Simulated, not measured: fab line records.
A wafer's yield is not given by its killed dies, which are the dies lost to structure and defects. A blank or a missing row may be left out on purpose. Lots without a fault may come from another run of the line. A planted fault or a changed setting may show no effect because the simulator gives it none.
fab line records | flow sky130 | part 2 of 2: steps 28 to 39 of 39
record: lots: 5 | wafers: 15 | lastDay: 51
route steps=708 shown VIA2@511 METAL3@532 CAPM@537
lots that met no fault: taken from a fault-free run of the same line
startH: hours from the record's first day to the start of the lot's first wafer shown | waitH: hours elapsed since this lot's preceding step | " as in the row above | L1.1+2: several wafers, shown together as one row | - no value present, or no start provided | * or withheld: withheld | < > ~ a bound
route shown NAME@n: names a module that has steps shown in the file, with the first one's number in the route | usual: the fault-free wafers' mean and standard deviation | same: alike in all rows | chamber/n: place in a boat | sites: readings site by site | _std_site: standard deviation across them | _edge_site: mean of outer sites minus mean of inner sites | radiusMm: for every site, how far away it sits from the centre of the wafer | mask NAME#n: copy n | behind: the most recent tool/chamber to have shaped the wafer | hold: reason for holding the lot/hours on hold/outcome of the hold | device: names the non-switching transistor (n, p or np) | end of line: the same wafers' tests at the end of the route | a step without rows: its recipe alone | killed: the dies lost at the first sort to structure and to defects; this is not the yield of the wafer | map: dies across one wafer; x = killed, . = not, _ = none there
set.NAME: the setting that was run; set.NAME@STEP: the one run at that earlier step | model.NAME: the simulator's own value behind a step, which no gauge read
lots seen at some steps along the route; tables by step, rows by wafer
services: from which hour (startH, from the record's first day; less than 0 if before it) a tool's chamber was out of use, for how many hours, and why
== steps ==
step: SKY_CAPM_THK_MEAS_01
recipe: reads: SiO2_of_CAPM_CVD_00
usual: CAPM_CVD_00_THK: 15.51/0.23
lot.wafer | tool         | chamber | startH  | waitH | CAPM_CVD_00_THK[nm]
L075.2    | filmMetro-02 | -       | 882.33  | -     | 15.36
L075.4    | "            | -       | "       | "     | 15.32
L075.6    | "            | -       | "       | "     | 15.77
L080.3    | filmMetro-01 | -       | 919.14  | -     | 15.34
L080.4    | "            | -       | "       | "     | 15.67
L080.6    | "            | -       | "       | "     | 15.58
L090.2    | filmMetro-01 | -       | 982.01  | -     | 15.29
L090.5    | "            | -       | "       | "     | 15.46
L090.6    | "            | -       | "       | "     | 15.45
L094.2    | filmMetro-01 | -       | 1010.18 | -     | 15.40
L094.4    | "            | -       | "       | "     | 15.57
L094.6    | "            | -       | "       | "     | 15.81
L096.1    | filmMetro-01 | -       | 1025.51 | -     | 15.32
L096.3    | "            | -       | "       | "     | 15.62
L096.4    | "            | -       | "       | "     | 15.61
step: SKY_CAPM_SPUTTER_02
recipe: material: TiN | targetThkNm: 200 | tempC: 300 | powerW: 6500 | timeS: 166.7 | chamberPressurePa: 0.4
usual: throttleValvePct: 30.2/0.87
lot.wafer | tool          | chamber | startH  | waitH | throttleValvePct
L075.2    | pvdSputter-02 | -       | 882.38  | 0.0   | 31.3
L075.4    | "             | -       | "       | "     | 30.1
L075.6    | "             | -       | "       | "     | 29.6
L080.3    | pvdSputter-02 | -       | 919.18  | 0.0   | 31.4
L080.4    | "             | -       | "       | "     | 29.9
L080.6    | "             | -       | "       | "     | 30.0
L090.2    | pvdSputter-03 | -       | 982.06  | 0.0   | 29.5
L090.5    | "             | -       | "       | "     | 28.8
L090.6    | "             | -       | "       | "     | 31.5
L094.2    | pvdSputter-03 | -       | 1010.23 | 0.0   | 29.6
L094.4    | "             | -       | "       | "     | 30.4
L094.6    | "             | -       | "       | "     | 31.8
L096.1    | pvdSputter-02 | -       | 1025.57 | 0.1   | 29.7
L096.3    | "             | -       | "       | "     | 29.4
L096.4    | "             | -       | "       | "     | 30.0
step: SKY_CAPM_RS_MEAS_03
recipe: thkMeasGauge: four-point-probe | reads: TiN_of_CAPM_SPUTTER_02
usual: CAPM_TIN_RS: 6.88/0.078
lot.wafer | tool         | chamber | startH  | waitH | CAPM_TIN_RS[ohm/sq]
L075.2    | filmMetro-04 | -       | 882.51  | 0.1   | 6.82
L075.4    | "            | -       | "       | "     | 6.90
L075.6    | "            | -       | "       | "     | 6.94
L080.3    | filmMetro-04 | -       | 919.33  | 0.1   | 6.89
L080.4    | "            | -       | "       | "     | 6.87
L080.6    | "            | -       | "       | "     | 6.90
L090.2    | filmMetro-02 | -       | 982.19  | 0.1   | 6.82
L090.5    | "            | -       | "       | "     | 6.84
L090.6    | "            | -       | "       | "     | 6.81
L094.2    | filmMetro-02 | -       | 1010.36 | 0.1   | 6.84
L094.4    | "            | -       | "       | "     | 6.96
L094.6    | "            | -       | "       | "     | 6.89
L096.1    | filmMetro-01 | -       | 1025.68 | 0.1   | 6.91
L096.3    | "            | -       | "       | "     | 6.88
L096.4    | "            | -       | "       | "     | 6.88
step: SKY_CAPM_THK_MEAS_04
recipe: thkMeasGauge: xrf | reads: TiN_of_CAPM_SPUTTER_02
usual: CAPM_TIN_THK: 201.1/2.3
lot.wafer | tool         | chamber | startH  | waitH | CAPM_TIN_THK[nm]
L075.2    | filmMetro-04 | -       | 882.62  | 0.1   | 203.9
L075.4    | "            | -       | "       | "     | 202.4
L075.6    | "            | -       | "       | "     | 200.8
L080.3    | filmMetro-04 | -       | 919.43  | 0.1   | 202.3
L080.4    | "            | -       | "       | "     | 202.3
L080.6    | "            | -       | "       | "     | 200.3
L090.2    | filmMetro-02 | -       | 982.30  | 0.1   | 203.6
L090.5    | "            | -       | "       | "     | 203.2
L090.6    | "            | -       | "       | "     | 203.4
L094.2    | filmMetro-02 | -       | 1010.47 | 0.1   | 202.7
L094.4    | "            | -       | "       | "     | 199.6
L094.6    | "            | -       | "       | "     | 201.0
L096.1    | filmMetro-01 | -       | 1025.80 | 0.1   | 200.7
L096.3    | "            | -       | "       | "     | 200.4
L096.4    | "            | -       | "       | "     | 201.5
step: SKY_CAPM_DEHYDRATE_05
recipe: tempC: 200 | timeS: 60
lot.wafer  | tool          | chamber | startH  | waitH
L075.2+4+6 | lithoTrack-01 | 0       | 895.37  | 12.7
L080.3+4+6 | lithoTrack-04 | 0       | 931.15  | 11.7
L090.2+5+6 | lithoTrack-04 | 0       | 993.73  | 11.4
L094.2+4+6 | lithoTrack-04 | 0       | 1021.33 | 10.8
L096.1+3+4 | lithoTrack-04 | 0       | 1035.75 | 9.9
step: SKY_CAPM_HMDS_06
recipe: primeTimeS: 60 | primeTempC: 120
lot.wafer  | tool          | chamber | startH  | waitH
L075.2+4+6 | lithoTrack-01 | 0       | 895.52  | 0.1
L080.3+4+6 | lithoTrack-04 | 0       | 931.30  | 0.1
L090.2+5+6 | lithoTrack-04 | 0       | 993.88  | 0.1
L094.2+4+6 | lithoTrack-04 | 0       | 1021.48 | 0.1
L096.1+3+4 | lithoTrack-04 | 0       | 1035.90 | 0.1
step: SKY_CAPM_COAT_07
recipe: resist: NOVOLAK | spinRpm: 3000 | resistThkNm: 1140
usual: spinSpeedRpm: 3000.0/2.3
lot.wafer | tool          | chamber | startH  | waitH | spinSpeedRpm
L075.2    | lithoTrack-01 | 0       | 895.67  | 0.1   | 3000.3
L075.4    | "             | 0       | "       | "     | 2999.6
L075.6    | "             | 0       | "       | "     | 3000.1
L080.3    | lithoTrack-04 | 0       | 931.45  | 0.1   | 3001.7
L080.4    | "             | 0       | "       | "     | 2996.0
L080.6    | "             | 0       | "       | "     | 2994.7
L090.2    | lithoTrack-04 | 0       | 994.03  | 0.1   | 3002.2
L090.5    | "             | 0       | "       | "     | 3001.1
L090.6    | "             | 0       | "       | "     | 3000.7
L094.2    | lithoTrack-04 | 0       | 1021.63 | 0.1   | 3000.2
L094.4    | "             | 0       | "       | "     | 3000.6
L094.6    | "             | 0       | "       | "     | 2999.1
L096.1    | lithoTrack-04 | 0       | 1036.05 | 0.1   | 3002.9
L096.3    | "             | 0       | "       | "     | 2998.4
L096.4    | "             | 0       | "       | "     | 2999.7
step: SKY_CAPM_SOFTBAKE_08
recipe: tempC: 90 | timeS: 60 | resist: NOVOLAK
lot.wafer  | tool          | chamber | startH  | waitH
L075.2+4+6 | lithoTrack-01 | 0       | 895.82  | 0.1
L080.3+4+6 | lithoTrack-04 | 0       | 931.60  | 0.1
L090.2+5+6 | lithoTrack-04 | 0       | 994.18  | 0.1
L094.2+4+6 | lithoTrack-04 | 0       | 1021.78 | 0.1
L096.1+3+4 | lithoTrack-04 | 0       | 1036.20 | 0.1
step: SKY_CAPM_EXPOSE_09
recipe: maskId: CAPM | na: 0.6 | sourceShape: conventional | sigmaOuter: 0.6 | polarization: unpolarized | targetCdNm: 1000 | doseMj: 159
lot.wafer  | tool            | chamber | startH | waitH | mask
L075.2+4+6 | ilineStepper-02 | 0       | -      | -     | CAPM#0
L080.3+4+6 | ilineStepper-01 | 0       | -      | -     | CAPM#0
L090.2+5+6 | ilineStepper-02 | 0       | -      | -     | CAPM#0
L094.2+4+6 | ilineStepper-02 | 0       | -      | -     | CAPM#0
L096.1+3+4 | ilineStepper-02 | 0       | -      | -     | CAPM#0
step: SKY_CAPM_PEB_10
recipe: tempC: withheld | timeS: * | resist: NOVOLAK
lot.wafer  | tool          | chamber | startH | waitH
L075.2+4+6 | lithoTrack-04 | 0       | -      | -
L080.3+4+6 | lithoTrack-01 | 0       | -      | -
L090.2+5+6 | lithoTrack-01 | 0       | -      | -
L094.2+4+6 | lithoTrack-02 | 0       | -      | -
L096.1+3+4 | lithoTrack-04 | 0       | -      | -
step: SKY_CAPM_DEVELOP_11
recipe: resist: NOVOLAK | developer: TMAH | developTimeS: 60 | devTempC: 23
usual: developerTempC: 22.99/0.1
lot.wafer | tool          | chamber | startH  | waitH | developerTempC
L075.2    | lithoTrack-04 | 0       | 908.08  | 0.1   | 22.93
L075.4    | "             | 0       | "       | "     | 22.89
L075.6    | "             | 0       | "       | "     | 22.93
L080.3    | lithoTrack-01 | 0       | 944.65  | 0.1   | 22.73
L080.4    | "             | 0       | "       | "     | 22.72
L080.6    | "             | 0       | "       | "     | 22.85
L090.2    | lithoTrack-01 | 0       | 1005.42 | 0.1   | 22.85
L090.5    | "             | 0       | "       | "     | 22.93
L090.6    | "             | 0       | "       | "     | 22.87
L094.2    | lithoTrack-02 | 0       | 1032.66 | 0.1   | 23.03
L094.4    | "             | 0       | "       | "     | 22.91
L094.6    | "             | 0       | "       | "     | 23.04
L096.1    | lithoTrack-04 | 0       | 1047.96 | 0.1   | 22.89
L096.3    | "             | 0       | "       | "     | 22.92
L096.4    | "             | 0       | "       | "     | 22.78
step: SKY_CAPM_OVL_MEAS_12
usual: CAPM_OVL: 0.9/1.3
lot.wafer | tool       | chamber | startH  | waitH | CAPM_OVL[nm]
L075.2    | overlay-01 | -       | 908.21  | 0.1   | 0.3
L075.4    | "          | -       | "       | "     | -1.1
L075.6    | "          | -       | "       | "     | -0.1
L080.3    | overlay-02 | -       | 944.76  | 0.1   | -0.2
L080.4    | "          | -       | "       | "     | -0.6
L080.6    | "          | -       | "       | "     | -0.5
L090.2    | overlay-01 | -       | 1005.55 | 0.1   | 0.1
L090.5    | "          | -       | "       | "     | 0.7
L090.6    | "          | -       | "       | "     | -1.2
L094.2    | overlay-01 | -       | 1032.79 | 0.1   | 1.7
L094.4    | "          | -       | "       | "     | 0.5
L094.6    | "          | -       | "       | "     | 1.7
L096.1    | overlay-02 | -       | 1048.11 | 0.1   | -1.4
L096.3    | "          | -       | "       | "     | -1.7
L096.4    | "          | -       | "       | "     | -0.6
== services ==
tool            | chamber | startH  | hours | kind
krfScanner-02   | -       | 844.94  | 3.6   | pm
cmp-02          | -       | 847.37  | 3.4   | repair
pvdSputter-03   | -       | 853.55  | 1.8   | repair
krfScanner-02   | -       | 858.76  | 0.8   | pm
cmp-02          | -       | 868.86  | 7.6   | pm
krfScanner-02   | -       | 879.15  | 0.2   | repair
pvdSputter-02   | -       | 900.47  | 3.7   | repair
pvdSputter-02   | -       | 903.01  | 5.2   | repair
cvdW-01         | -       | 904.00  | 14.0  | pm
cmp-02          | -       | 912.11  | 4.0   | pm
ilineStepper-02 | -       | 914.21  | 5.2   | repair
krfScanner-02   | -       | 922.04  | 2.1   | repair
pvdSputter-02   | -       | 927.52  | 1.5   | repair
krfScanner-02   | -       | 936.10  | 1.3   | pm
rieDiel-02      | 1       | 936.76  | 2.9   | repair
pvdSputter-03   | -       | 950.54  | 4.1   | repair
krfScanner-02   | -       | 951.19  | 1.0   | pm
krfScanner-02   | -       | 956.44  | 1.2   | repair
pvdSputter-02   | -       | 966.98  | 1.5   | repair
rieDiel-02      | 1       | 997.26  | 3.1   | repair
krfScanner-02   | -       | 1015.76 | 4.0   | pm
pvdSputter-01   | -       | 1018.39 | 15.8  | repair
krfScanner-02   | -       | 1027.56 | 0.8   | pm
pvdSputter-04   | -       | 1034.53 | 5.1   | repair
